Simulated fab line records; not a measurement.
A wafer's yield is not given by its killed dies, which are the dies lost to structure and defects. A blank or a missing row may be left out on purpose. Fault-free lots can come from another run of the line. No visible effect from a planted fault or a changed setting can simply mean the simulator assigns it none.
What tool caused it? + flow gf180mcu + 39 wafers from 13 lots sampled at 3 of the route's 602 steps

## WHAT THE GAUGES SHOWED, per wafer
GF_PSD_RS_MEAS_14: uses a four-point probe to measure.
| lot  | measured     | on            | NSD_RS (ohm/sq)   |
|------|--------------|---------------|-------------------|
| L357 | day 14 09:23 | film metro-01 | 46.15 46.27 46.27 |
| L361 | day 15 15:30 | film metro-01 | 46.13 46.10 46.14 |
| L362 | day 15 18:44 | film metro-01 | 46.28 46.15 46.10 |
| L363 | day 16 04:41 | film metro-03 | 40.46 40.53 40.53 |
| L366 | day 17 06:27 | film metro-01 | 40.69 40.68 40.59 |
| L367 | day 17 15:01 | film metro-01 | 40.50 40.62 40.57 |
| L373 | day 19 21:55 | film metro-02 | 46.23 46.18 46.24 |
| L374 | day 20 01:44 | film metro-03 | 46.06 46.05 46.09 |
| L375 | day 20 15:39 | film metro-01 | 46.10 46.10 46.09 |
| L376 | day 20 23:19 | film metro-01 | 46.01 46.10 46.15 |
| L377 | day 21 03:59 | film metro-02 | 46.11 46.21 46.24 |
| L378 | day 21 11:28 | film metro-03 | 46.10 46.15 46.10 |
| L379 | day 21 22:05 | film metro-01 | 46.11 46.18 46.19 |

GF_PSD_RS_MEAS_15: uses a four-point probe to measure.
| lot  | measured     | on            | PSD_RS (ohm/sq)   |
|------|--------------|---------------|-------------------|
| L357 | day 14 09:31 | film metro-01 | 109.0 109.3 109.2 |
| L361 | day 15 15:37 | film metro-01 | 108.8 108.5 108.5 |
| L362 | day 15 18:51 | film metro-01 | 108.3 108.4 108.5 |
| L363 | day 16 04:49 | film metro-03 | 98.4 98.5 98.5    |
| L366 | day 17 06:34 | film metro-01 | 99.1 98.8 99.0    |
| L367 | day 17 15:08 | film metro-01 | 98.2 98.3 98.4    |
| L373 | day 19 22:02 | film metro-02 | 109.0 109.1 108.7 |
| L374 | day 20 01:52 | film metro-03 | 108.5 108.5 108.4 |
| L375 | day 20 15:46 | film metro-01 | 108.7 108.6 108.5 |
| L376 | day 20 23:26 | film metro-01 | 108.5 108.4 108.8 |
| L377 | day 21 04:07 | film metro-02 | 108.7 108.7 108.4 |
| L378 | day 21 11:35 | film metro-03 | 108.6 108.6 108.7 |
| L379 | day 21 22:12 | film metro-01 | 108.5 108.7 108.7 |

## WHICH TOOL RAN EACH LOT (tool, then ch and the chambers of the sampled wafers, then the start)
| lot  | GF_PSD_RTA_13                    |
|------|----------------------------------|
| L357 | rtp anneal-01 ch 0, day 14 09:19 |
| L361 | rtp anneal-02 ch 0, day 15 15:25 |
| L362 | rtp anneal-02 ch 0, day 15 18:39 |
| L363 | rtp anneal-02 ch 0, day 16 04:35 |
| L366 | rtp anneal-02 ch 0, day 17 06:22 |
| L367 | rtp anneal-02 ch 0, day 17 14:55 |
| L373 | rtp anneal-01 ch 0, day 19 21:50 |
| L374 | rtp anneal-01 ch 0, day 20 01:38 |
| L375 | rtp anneal-02 ch 0, day 20 15:34 |
| L376 | rtp anneal-01 ch 0, day 20 23:13 |
| L377 | rtp anneal-01 ch 0, day 21 03:55 |
| L378 | rtp anneal-02 ch 0, day 21 11:22 |
| L379 | rtp anneal-01 ch 0, day 21 21:59 |
- GF_PSD_RTA_13: time 20 s.

## WHAT THE TOOLS THEMSELVES READ (means of the sampled wafers that have a number; where no wafer has one, the mark that the record gives instead)
GF_PSD_RTA_13.
| lot  | tool          | lamp power pct (%) | run length s (s) | wafer_temp_C_max |
|------|---------------|--------------------|------------------|------------------|
| L357 | rtp anneal-01 | 26.0               | 49.2             | 1029.3           |
| L361 | rtp anneal-02 | 30.0               | 48.4             | 1029.2           |
| L362 | rtp anneal-02 | 30.0               | 48.5             | 1028.9           |
| L363 | rtp anneal-02 | 30.1               | 83.1             | 1028.9           |
| L366 | rtp anneal-02 | 30.0               | 82.9             | 1028.9           |
| L367 | rtp anneal-02 | 30.0               | 83.0             | 1028.5           |
| L373 | rtp anneal-01 | 26.0               | 49.1             | 1028.3           |
| L374 | rtp anneal-01 | 26.0               | 49.1             | 1028.7           |
| L375 | rtp anneal-02 | 30.0               | 48.5             | 1028.1           |
| L376 | rtp anneal-01 | 26.0               | 49.0             | 1029.9           |
| L377 | rtp anneal-01 | 26.0               | 49.2             | 1028.5           |
| L378 | rtp anneal-02 | 30.0               | 48.2             | 1028.9           |
| L379 | rtp anneal-01 | 26.0               | 49.1             | 1029.3           |

## THE ANSWER, worked out from the rows above alone
Rule: usual is defined by the lots themselves. The widest of any qualifying gaps counts: lots, ordered by their means at a reading, are off when they make up no more than a third of the lots, leave a main group of 4 or more, and stand apart from it by 3 or more times the standard deviation of that group's means. The tables above print the reading to a certain number of digits; a main group whose means all agree to those digits is not used. Also off: a lot with no number at a reading for which 4 or more lots have one. Where the step has rows for the other lots, those lots are counted as sound. The gauges are gone through in route order, then the tools' own readings, and for those a lot's mean is taken as printed above. The first step at which some lot is off is used, and at that step the reading that is off furthest; a lot without a number counts as furthest.
Off: L363, L366, L367, at GF_PSD_RS_MEAS_14 (NSD_RS). The main group: mean 46.15 ohm/sq, standard deviation 0.053.
A tool fits if, at a process step before that reading, it ran every lot that is off, and no sound lot after the first of them. The gauges at GF_PSD_RS_MEAS_14 aren't tried: what is off there is off at GF_PSD_RTA_13 too, on other tools, and a gauge's error can't cause that. Of those tried, none fits.

## WHAT THE SIMULATOR HAD PUT IN
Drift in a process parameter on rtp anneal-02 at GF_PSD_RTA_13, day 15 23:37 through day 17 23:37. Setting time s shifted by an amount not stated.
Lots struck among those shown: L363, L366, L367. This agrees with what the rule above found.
